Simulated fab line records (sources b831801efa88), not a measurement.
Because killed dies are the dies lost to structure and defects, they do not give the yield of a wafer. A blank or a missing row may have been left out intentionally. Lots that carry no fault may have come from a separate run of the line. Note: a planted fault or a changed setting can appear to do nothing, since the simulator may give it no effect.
fab line records | flow sky130
record lots=12 | wafers=36 | last_day=50
route steps=708 shown FIELD_ISO@26 DNWELL@43 PWDE@47 VT_ADJUST_HVTR@142 PAD_OPEN@708
lots untouched by any fault: they come from a run of this same line in which no faults occurred
start_h: hours from the record's first day to the start of the lot's first wafer shown | wait_h: how many hours have passed since the lot's step before this one | " identical to the entry in the row above | L1.1+2: a single row standing in for several wafers | - no value present, or no start provided | * or withheld: withheld | < > ~ a bound
route shown NAME@n: NAME is a module with steps in the file, n the number in the route of the first one | usual: mean/standard deviation of fault-free wafers | same: alike in all rows | chamber/n: place in a boat | sites: readings site by site | _std_site: standard deviation across them | _edge_site: outer sites' mean less inner sites' | radius_mm: for every site, how far away it sits from the centre of the wafer | mask NAME#n: copy n | behind: the tool/chamber that last shaped the wafer | hold: what put the lot on hold/how long, in hours/how the hold closed | device: the transistor (n, p or np) that didn't switch | end of line: the same wafers' tests at the end of the route | a step without rows: its recipe alone | killed: at the first sort, the dies lost to defects and structure; wafer yield is something else | map: per-die view of a wafer (x killed, . not killed, _ where there is no die)
set.NAME: the run value of the setting; set.NAME@STEP: its run value at that earlier step | model.NAME: the simulator's own value behind a step, which no gauge read
steps of the route over a sample of lots; a table a step, a row a wafer
services: from which hour (start_h, from the record's first day; less than 0 if before it) a tool's chamber was out of use, for how many hours, and why
## steps
# step SKY_FIELD_ISO_THK_MEAS_25
# recipe reads=SiO2_of_FIELD_ISO_CVD_24
# usual FIELD_ISO_CVD_24_THK=595/5.7
lot.wafer | tool          | chamber | start_h | wait_h | FIELD_ISO_CVD_24_THK[nm]
L203.2    | film_metro-04 | -       | 32.76   | 0.0    | 606
L203.3    | "             | -       | "       | "      | 598
L203.4    | "             | -       | "       | "      | 596
L204.2    | film_metro-01 | -       | 38.00   | 0.1    | 595
L204.3    | "             | -       | "       | "      | 607
L204.5    | "             | -       | "       | "      | 596
L206.2    | film_metro-01 | -       | 46.03   | 0.0    | 606
L206.4    | "             | -       | "       | "      | 601
L206.6    | "             | -       | "       | "      | 603
L208.1    | film_metro-01 | -       | 59.67   | 0.0    | 596
L208.3    | "             | -       | "       | "      | 596
L208.4    | "             | -       | "       | "      | 596
L211.3    | film_metro-01 | -       | 71.66   | 0.1    | 595
L211.4    | "             | -       | "       | "      | 597
L211.6    | "             | -       | "       | "      | 582
L212.2    | film_metro-03 | -       | 79.53   | 0.0    | 597
L212.4    | "             | -       | "       | "      | 598
L212.5    | "             | -       | "       | "      | 597
L215.1    | film_metro-04 | -       | 96.21   | 0.0    | 588
L215.4    | "             | -       | "       | "      | 590
L215.5    | "             | -       | "       | "      | 597
L218.2    | film_metro-01 | -       | 112.95  | 0.0    | 586
L218.4    | "             | -       | "       | "      | 597
L218.6    | "             | -       | "       | "      | 593
L220.2    | film_metro-01 | -       | 119.98  | 0.0    | 590
L220.5    | "             | -       | "       | "      | 594
L220.6    | "             | -       | "       | "      | 590
L221.4    | film_metro-01 | -       | 127.00  | 0.0    | 595
L221.5    | "             | -       | "       | "      | 589
L221.6    | "             | -       | "       | "      | 589
L223.4    | film_metro-03 | -       | 138.22  | 0.0    | 593
L223.5    | "             | -       | "       | "      | 595
L223.6    | "             | -       | "       | "      | 596
L225.2    | film_metro-03 | -       | 149.19  | 0.1    | 592
L225.3    | "             | -       | "       | "      | 597
L225.4    | "             | -       | "       | "      | 594
# step SKY_DNWELL_STRIP_08
# recipe chemistry=O2/N2 | power_w=1400 | pressure_mtorr=1500 | platen_temp_c=withheld | o2_flow_sccm=3000 | n2_flow_sccm=300 | overash_fraction=0.5
# usual drypump_motor_current_A=6.00/0.25 | oes_product_au=0.722/0.0046 | strip_time_to_endpoint_s=36.95/0.093
# same overash_fraction=0.5
lot.wafer | tool            | chamber | start_h | wait_h | drypump_motor_current_A | oes_product_au | rf_hours_counter_h | strip_time_to_endpoint_s
L203.2    | plasma_asher-01 | 0       | 52.38   | 0.1    | 5.58                    | 0.718          | 38                 | 36.94
L203.3    | "               | 0       | "       | "      | 5.55                    | 0.721          | -                  | 36.95
L203.4    | "               | 1       | "       | "      | 6.05                    | 0.729          | -                  | 36.91
L204.2    | plasma_asher-04 | 1       | 59.33   | 0.1    | 5.95                    | 0.724          | 40                 | 36.95
L204.3    | "               | 0       | "       | "      | 6.19                    | 0.718          | -                  | 36.92
L204.5    | "               | 0       | "       | "      | 6.23                    | 0.721          | -                  | 36.88
L206.2    | plasma_asher-04 | 1       | 67.09   | 0.1    | 5.96                    | 0.723          | 41                 | 36.97
L206.4    | "               | 0       | "       | "      | 6.22                    | 0.724          | -                  | 36.88
L206.6    | "               | 0       | "       | "      | 6.21                    | 0.728          | -                  | 36.88
L208.1    | plasma_asher-01 | 1       | 80.19   | 0.1    | 6.05                    | 0.718          | 41                 | 37.09
L208.3    | "               | 0       | "       | "      | 5.55                    | 0.719          | -                  | 37.03
L208.4    | "               | 1       | "       | "      | 5.99                    | 0.719          | -                  | 37.03
L211.3    | plasma_asher-04 | 1       | 94.73   | 0.1    | 5.96                    | 0.726          | -                  | 36.75
L211.4    | "               | 0       | "       | "      | 6.24                    | 0.722          | -                  | 36.85
L211.6    | "               | 0       | "       | "      | 6.26                    | 0.725          | -                  | 36.70
L212.2    | plasma_asher-01 | 1       | 101.58  | 0.1    | 5.99                    | 0.716          | 44                 | 37.00
L212.4    | "               | 0       | "       | "      | 5.59                    | 0.725          | -                  | 37.10
L212.5    | "               | 0       | "       | "      | 5.58                    | 0.719          | -                  | 37.06
L215.1    | plasma_asher-03 | 1       | 120.18  | 0.1    | 6.00                    | 0.714          | 28                 | 37.03
L215.4    | "               | 1       | "       | "      | 6.02                    | 0.723          | -                  | 36.96
L215.5    | "               | 1       | "       | "      | 6.01                    | 0.733          | -                  | 36.90
L218.2    | plasma_asher-01 | 0       | 136.74  | 0.1    | 5.60                    | 0.726          | 47                 | 37.07
L218.4    | "               | 1       | "       | "      | 6.08                    | 0.722          | -                  | 37.03
L218.6    | "               | 0       | "       | "      | 5.61                    | 0.725          | -                  | 37.01
L220.2    | plasma_asher-03 | 1       | 144.34  | 0.1    | 6.01                    | 0.730          | 31                 | 37.01
L220.5    | "               | 0       | "       | "      | 6.43                    | 0.724          | -                  | 37.03
L220.6    | "               | 1       | "       | "      | 6.01                    | 0.725          | -                  | 37.04
L221.4    | plasma_asher-01 | 0       | 150.87  | 0.1    | 5.55                    | 0.722          | -                  | 36.89
L221.5    | "               | 0       | "       | "      | 5.58                    | 0.716          | -                  | 36.89
L221.6    | "               | 1       | "       | "      | 6.01                    | 0.718          | -                  | 36.98
L223.4    | plasma_asher-03 | 1       | 165.92  | 0.1    | 6.02                    | 0.732          | -                  | 36.90
L223.5    | "               | 1       | "       | "      | 6.03                    | 0.731          | -                  | 36.88
L223.6    | "               | 0       | "       | "      | 6.47                    | 0.719          | -                  | 36.77
L225.2    | plasma_asher-03 | 0       | 174.24  | 0.1    | 6.38                    | 0.726          | 33                 | 36.96
L225.3    | "               | 0       | "       | "      | 6.40                    | 0.717          | -                  | 36.92
L225.4    | "               | 1       | "       | "      | 6.01                    | 0.719          | -                  | 36.81
# step SKY_PWDE_COAT_02
# recipe spin_rpm=2000 | resist_thk_nm=3000
lot.wafer  | tool           | chamber | start_h | wait_h
L203.2+3+4 | litho_track-02 | 0       | 60.57   | 0.1
L204.2+3+5 | litho_track-04 | 0       | 66.85   | 0.1
L206.2+4+6 | litho_track-01 | 0       | 75.06   | 0.1
L208.1+3+4 | litho_track-04 | 0       | 87.62   | 0.1
L211.3+4+6 | litho_track-02 | 0       | 102.54  | 0.1
L212.2+4+5 | litho_track-02 | 0       | 110.02  | 0.1
L215.1+4+5 | litho_track-02 | 0       | 129.39  | 0.1
L218.2+4+6 | litho_track-04 | 0       | 145.30  | 0.1
L220.2+5+6 | litho_track-01 | 0       | 154.36  | 0.1
L221.4+5+6 | litho_track-04 | 0       | 160.90  | 0.1
L223.4+5+6 | litho_track-04 | 0       | 176.25  | 0.1
L225.2+3+4 | litho_track-01 | 0       | 184.01  | 0.1
# step SKY_PWDE_STRIP_09
# recipe chemistry=O2/N2 | power_w=1400 | pressure_mtorr=1500 | platen_temp_c=withheld | o2_flow_sccm=3000 | n2_flow_sccm=300 | overash_fraction=0.5
# usual drypump_motor_current_A=5.86/0.24 | oes_product_au=0.723/0.0047 | strip_time_to_endpoint_s=36.91/0.12
# same overash_fraction=0.5
lot.wafer | tool            | chamber | start_h | wait_h | drypump_motor_current_A | oes_product_au | rf_hours_counter_h | strip_time_to_endpoint_s
L203.2    | plasma_asher-02 | 0       | 68.12   | 0.1    | 5.59                    | 0.726          | 38                 | 36.84
L203.3    | "               | 0       | "       | "      | 5.59                    | 0.730          | -                  | 36.82
L203.4    | "               | 1       | "       | "      | 5.72                    | 0.716          | -                  | 36.97
L204.2    | plasma_asher-04 | 1       | 75.41   | 0.1    | 5.95                    | 0.720          | 42                 | 36.95
L204.3    | "               | 0       | "       | "      | 6.22                    | 0.726          | -                  | 37.00
L204.5    | "               | 0       | "       | "      | 6.24                    | 0.718          | -                  | 37.09
L206.2    | plasma_asher-04 | 1       | 83.92   | 0.1    | 5.95                    | 0.727          | 43                 | 37.04
L206.4    | "               | 0       | "       | "      | 6.24                    | 0.719          | -                  | 36.99
L206.6    | "               | 0       | "       | "      | 6.22                    | 0.734          | -                  | 37.13
L208.1    | plasma_asher-02 | 1       | 96.33   | 0.1    | 5.72                    | 0.724          | 41                 | 36.86
L208.3    | "               | 0       | "       | "      | 5.59                    | 0.726          | -                  | 36.82
L208.4    | "               | 1       | "       | "      | 5.69                    | 0.726          | -                  | 36.84
L211.3    | plasma_asher-01 | 0       | 112.29  | 0.1    | 5.57                    | 0.717          | -                  | 37.05
L211.4    | "               | 1       | "       | "      | 6.02                    | 0.726          | -                  | 37.04
L211.6    | "               | 1       | "       | "      | 6.03                    | 0.726          | -                  | 36.98
L212.2    | plasma_asher-04 | 1       | 119.12  | 0.1    | 5.97                    | 0.717          | 47                 | 36.77
L212.4    | "               | 0       | "       | "      | 6.25                    | 0.716          | -                  | 36.93
L212.5    | "               | 1       | "       | "      | 5.99                    | 0.726          | -                  | 36.96
L215.1    | plasma_asher-02 | 0       | 139.46  | 0.1    | 5.59                    | 0.720          | 2                  | 37.16
L215.4    | "               | 0       | "       | "      | 5.59                    | 0.718          | -                  | 37.08
L215.5    | "               | 1       | "       | "      | 5.73                    | 0.725          | -                  | 37.20
L218.2    | plasma_asher-04 | 0       | 156.17  | 0.1    | 6.23                    | 0.724          | 50                 | 36.87
L218.4    | "               | 0       | "       | "      | 6.21                    | 0.720          | -                  | 36.88
L218.6    | "               | 0       | "       | "      | 6.21                    | 0.724          | -                  | 36.88
L220.2    | plasma_asher-04 | 1       | 164.38  | 0.1    | 5.95                    | 0.732          | 51                 | 36.84
L220.5    | "               | 1       | "       | "      | 5.96                    | 0.722          | -                  | 36.82
L220.6    | "               | 0       | "       | "      | 6.22                    | 0.720          | -                  | 36.73
L221.4    | plasma_asher-02 | 0       | 171.31  | 0.1    | 5.56                    | 0.723          | -                  | 39.80
L221.5    | "               | 0       | "       | "      | 5.57                    | 0.717          | -                  | 39.63
L221.6    | "               | 1       | "       | "      | 5.70                    | 0.721          | -                  | 39.74
L223.4    | plasma_asher-02 | 0       | 186.71  | 0.1    | 5.57                    | 0.721          | -                  | 39.69
L223.5    | "               | 1       | "       | "      | 5.74                    | 0.722          | -                  | 39.65
L223.6    | "               | 0       | "       | "      | 5.58                    | 0.727          | -                  | 39.61
L225.2    | plasma_asher-02 | 0       | 195.53  | 0.1    | 5.59                    | 0.720          | 7                  | 36.84
L225.3    | "               | 1       | "       | "      | 5.75                    | 0.723          | -                  | 36.87
L225.4    | "               | 0       | "       | "      | 5.58                    | 0.721          | -                  | 36.81
# step SKY_VT_ADJUST_HVTR_TW_MEAS_11
# usual VT_ADJUST_HVTR_TW=210.4/1.8
lot.wafer | tool          | chamber | start_h | wait_h | VT_ADJUST_HVTR_TW
L203.2    | film_metro-04 | -       | 200.69  | 0.1    | 207.2
L203.3    | "             | -       | "       | "      | 207.4
L203.4    | "             | -       | "       | "      | 207.0
L204.2    | film_metro-04 | -       | 211.55  | 0.1    | 206.5
L204.3    | "             | -       | "       | "      | 206.5
L204.5    | "             | -       | "       | "      | 206.2
L206.2    | film_metro-02 | -       | 223.89  | 0.1    | 212.1
L206.4    | "             | -       | "       | "      | 211.9
L206.6    | "             | -       | "       | "      | 212.4
L208.1    | film_metro-04 | -       | 237.89  | 0.1    | 208.9
L208.3    | "             | -       | "       | "      | 208.5
L208.4    | "             | -       | "       | "      | 208.9
L211.3    | film_metro-01 | -       | 261.90  | 0.1    | 211.1
L211.4    | "             | -       | "       | "      | 211.0
L211.6    | "             | -       | "       | "      | 211.8
L212.2    | film_metro-02 | -       | 271.55  | 0.1    | 213.0
L212.4    | "             | -       | "       | "      | 212.5
L212.5    | "             | -       | "       | "      | 212.1
L215.1    | film_metro-04 | -       | 297.83  | 0.1    | 209.4
L215.4    | "             | -       | "       | "      | 209.8
L215.5    | "             | -       | "       | "      | 210.0
L218.2    | film_metro-04 | -       | 320.64  | 0.1    | 210.2
L218.4    | "             | -       | "       | "      | 209.4
L218.6    | "             | -       | "       | "      | 209.1
L220.2    | film_metro-01 | -       | 331.20  | 0.1    | 211.7
L220.5    | "             | -       | "       | "      | 213.8
L220.6    | "             | -       | "       | "      | 210.8
L221.4    | film_metro-04 | -       | 339.22  | 0.1    | 209.4
L221.5    | "             | -       | "       | "      | 209.6
L221.6    | "             | -       | "       | "      | 209.4
L223.4    | film_metro-01 | -       | 362.21  | 0.1    | 211.4
L223.5    | "             | -       | "       | "      | 213.3
L223.6    | "             | -       | "       | "      | 212.4
L225.2    | film_metro-04 | -       | 371.14  | 0.1    | 208.9
L225.3    | "             | -       | "       | "      | 210.3
L225.4    | "             | -       | "       | "      | 210.2
# step SKY_PAD_OPEN_PROBE_99
# usual killed_at_M0_to_M3=44/7 | killed_at_M4_up=3.2/2 | killed_at_contacts=25/5.3 | killed_at_front_end=15/4.3 | killed_at_other=0.3/0.54 | killed_dies=86/8.7 | killed_open=47/6.4 | killed_short=39/5.6
# same gross_dies=492 | killed_at_back_side=0
lot.wafer | tool      | chamber | start_h | wait_h | killed_at_M0_to_M3 | killed_at_M4_up | killed_at_contacts | killed_at_front_end | killed_at_other | killed_dies | killed_open | killed_short
L206.2    | prober-02 | -       | 1091.26 | 0.1    | 36                 | 3               | 31                 | 11                  | 1               | 82          | 41          | 39
L206.4    | prober-02 | -       | 1091.36 | 0.2    | 47                 | 6               | 17                 | 15                  | 1               | 86          | 37          | 48
L206.6    | prober-02 | -       | 1091.46 | 0.2    | 53                 | 3               | 28                 | 13                  | 1               | 98          | 51          | 45
L211.3    | prober-01 | -       | 1117.74 | 0.2    | 30                 | 2               | 29                 | 18                  | 0               | 79          | 43          | 36
L211.4    | prober-01 | -       | 1117.79 | 0.2    | 40                 | 2               | 30                 | 19                  | 0               | 91          | 45          | 46
L211.6    | prober-01 | -       | 1117.89 | 0.2    | 40                 | 2               | 26                 | 17                  | 1               | 86          | 48          | 38
L221.4    | prober-01 | -       | 1178.50 | 0.2    | 54                 | 6               | 24                 | 13                  | 0               | 97          | 44          | 53
L221.5    | prober-01 | -       | 1178.55 | 0.2    | 52                 | 6               | 26                 | 13                  | 0               | 97          | 52          | 45
L221.6    | prober-01 | -       | 1178.60 | 0.2    | 38                 | 10              | 33                 | 10                  | 0               | 91          | 54          | 37
# killed by level:class
L206.2 CONTACT:geometric_particle:open=10 VIA1:geometric_particle:open=10 CONTACT:geometric_particle:short=7 LI_CONTACT:geometric_particle:open=6 VIA2:geometric_particle:open=6 FIELD_ISO:geometric_particle:short=4 LOCAL_INTERCONNECT:geometric_particle:short=4 METAL1:geometric_particle:short=4
L206.4 VIA1:geometric_particle:open=10 VIA1:geometric_particle:short=8 FIELD_ISO:geometric_particle:short=7 CONTACT:geometric_particle:open=6 CONTACT:geometric_particle:short=5 METAL1:geometric_particle:short=5 VIA2:geometric_particle:open=5 VIA3:geometric_particle:open=5
L206.6 VIA2:geometric_particle:open=12 LI_CONTACT:geometric_particle:open=11 CONTACT:geometric_particle:open=9 VIA3:geometric_particle:short=7 VIA1:geometric_particle:open=6 CONTACT:geometric_particle:short=6 METAL2:geometric_particle:short=6 METAL3:geometric_particle:short=5
L211.3 LI_CONTACT:geometric_particle:open=8 CONTACT:geometric_particle:short=6 CONTACT:geometric_particle:open=6 VIA1:geometric_particle:open=6 VIA3:geometric_particle:open=6 FIELD_ISO:geometric_particle:short=5 LOCAL_INTERCONNECT:geometric_particle:short=5 FIELD_ISO:geometric_particle:open=4
L211.4 LI_CONTACT:geometric_particle:open=11 CONTACT:geometric_particle:open=8 VIA1:geometric_particle:open=8 METAL1:geometric_particle:short=7 METAL2:geometric_particle:short=6 POLY_GATE:geometric_particle:short=5 VIA3:geometric_particle:open=5 FIELD_ISO:geometric_particle:short=4
L211.6 VIA1:geometric_particle:open=10 VIA2:geometric_particle:open=8 CONTACT:geometric_particle:open=8 LI_CONTACT:geometric_particle:open=7 METAL2:geometric_particle:short=6 CONTACT:geometric_particle:short=5 FIELD_ISO:geometric_particle:open=3 LI_CONTACT:geometric_particle:short=3
L221.4 VIA1:geometric_particle:open=15 METAL1:geometric_particle:short=8 VIA1:geometric_particle:short=8 CONTACT:geometric_particle:open=6 VIA2:geometric_particle:open=6 VIA3:geometric_particle:short=6 LI_CONTACT:geometric_particle:short=5 LI_CONTACT:geometric_particle:open=5
L221.5 VIA1:geometric_particle:open=14 VIA2:geometric_particle:open=8 CONTACT:geometric_particle:open=7 METAL1:geometric_particle:short=7 VIA3:geometric_particle:open=6 LI_CONTACT:geometric_particle:open=6 LI_CONTACT:geometric_particle:short=5 CONTACT:geometric_particle:short=5
L221.6 LI_CONTACT:geometric_particle:open=11 VIA1:geometric_particle:open=9 VIA3:geometric_particle:open=9 VIA2:geometric_particle:open=9 METAL4:geometric_particle:short=8 CONTACT:geometric_particle:short=6 CONTACT:geometric_particle:open=6 FIELD_ISO:geometric_particle:short=4
## services
tool            | chamber | start_h | hours | kind
plasma_asher-03 | -       | 40.78   | 34.8  | repair
plasma_asher-01 | -       | 66.68   | 4.5   | repair
plasma_asher-01 | -       | 107.62  | 2.8   | pm
plasma_asher-02 | -       | 108.75  | 9.0   | pm
plasma_asher-02 | 0       | 108.75  | 9.0   | vent_cycle
plasma_asher-02 | 1       | 108.75  | 9.0   | vent_cycle
plasma_asher-02 | 0       | 117.75  | -     | clean
plasma_asher-02 | 1       | 117.75  | -     | clean
plasma_asher-01 | -       | 118.27  | 3.4   | repair
litho_track-01  | -       | 121.88  | -     | consumable_replace:filter
plasma_asher-02 | -       | 128.79  | 2.8   | pm
plasma_asher-04 | -       | 192.61  | 4.3   | pm
## key
first_sign step=SKY_PWDE_STRIP_09 | reading=strip_time_to_endpoint_s | direction=up | sigmas=23 | usual=* | struck=*
effect none on later readings
met_at SKY_PWDE_COAT_02
struck_lots L221,L223
tester_left_out L221,L223
not_acting_at SKY_FIELD_ISO_THK_MEAS_25,SKY_DNWELL_STRIP_08,SKY_VT_ADJUST_HVTR_TW_MEAS_11
onset_between 145.30 160.90
fault kind=process_parameter_drift | tool=litho_track-04 | chamber=- | onset_h=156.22 | steps=SKY_PWDE_COAT_02 | channel=resist_thk_nm | offset=254.05 | shape=step | end_h=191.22 | acts_in=these_recipes_only | stated=3000
# tester_left_out: of these lots the tester's yield and bins aren't shown, on N5 and GAA mostly nor the transistor test; their killed dies are dies lost to structure and defects alone, not to doping, threshold or leakage, so they don't give the yield
